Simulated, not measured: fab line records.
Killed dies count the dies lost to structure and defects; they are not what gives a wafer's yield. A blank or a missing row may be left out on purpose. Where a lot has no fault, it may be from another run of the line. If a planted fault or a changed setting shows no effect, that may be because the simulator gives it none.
The same fault as seen by 2 desks / flow gf180mcu / numbers are kept per desk, each desk with only its own; the story behind them comes last

FROM THE METROLOGY DESK
What the gauges read, lot by lot, whatever tool the lot ran on: means of the sampled wafers that have a number. Any lot whose mean is over 4 standard deviations away from the usual mean is out of limits and marked OUT; that distance is given in the brackets.
Columns: A = PASSIVATION_CVD_02_THK at GF_PASSIVATION_THK_MEAS_03, usual 701 nm
lot=L627; first seen here=day 28 05:35; A=697
lot=L628; first seen here=day 28 17:07; A=705
lot=L629; first seen here=day 28 19:22; A=689
lot=L630; first seen here=day 29 04:23; A=698
lot=L631; first seen here=day 29 09:39; A=706
lot=L633; first seen here=day 30 03:13; A=699
lot=L634; first seen here=day 30 05:58; A=698
lot=L637; first seen here=day 31 05:02; A=709
lot=L638; first seen here=day 31 12:13; A=706
lot=L641; first seen here=day 32 05:59; A=699
lot=L643; first seen here=day 32 19:53; A=722
lot=L647; first seen here=day 33 13:20; A=703
lot=L648; first seen here=day 33 22:16; A=698
lot=L649; first seen here=day 34 03:19; A=699
This desk found nothing out of limits on any of the 14 lots.

TOOL OWNER'S DESK, pecvd-04
The tool's own readings at GF_V3_CVD_02 (deposits SiO2 from TEOS, target thk 850 nm, time 90.27 s): means of the sampled wafers that have a number, for each lot that ran on this tool. Any lot whose mean is over 4 standard deviations away from the usual mean is out of limits and marked OUT; that distance is given in the brackets.
Columns: A = heater_power_w at GF_V3_CVD_02, usual 601 W
lot=L627; first seen here=day 21 12:37; A=507
lot=L628; first seen here=day 22 00:31; A=596
lot=L629; first seen here=day 22 04:22; A=575
lot=L630; first seen here=day 22 15:49; A=552
lot=L631; first seen here=day 22 19:55; A=571
lot=L634; first seen here=day 23 22:16; A=576
lot=L637; first seen here=day 25 01:09; A=573
lot=L638; first seen here=day 25 09:35; A=526
This desk found nothing out of limits on any of the 8 lots.

PUT TOGETHER
Nothing out of limits was seen by the metrology desk.
The desk of the tool owner found nothing out of limits.

WHAT WAS PUT IN BY THE SIMULATOR
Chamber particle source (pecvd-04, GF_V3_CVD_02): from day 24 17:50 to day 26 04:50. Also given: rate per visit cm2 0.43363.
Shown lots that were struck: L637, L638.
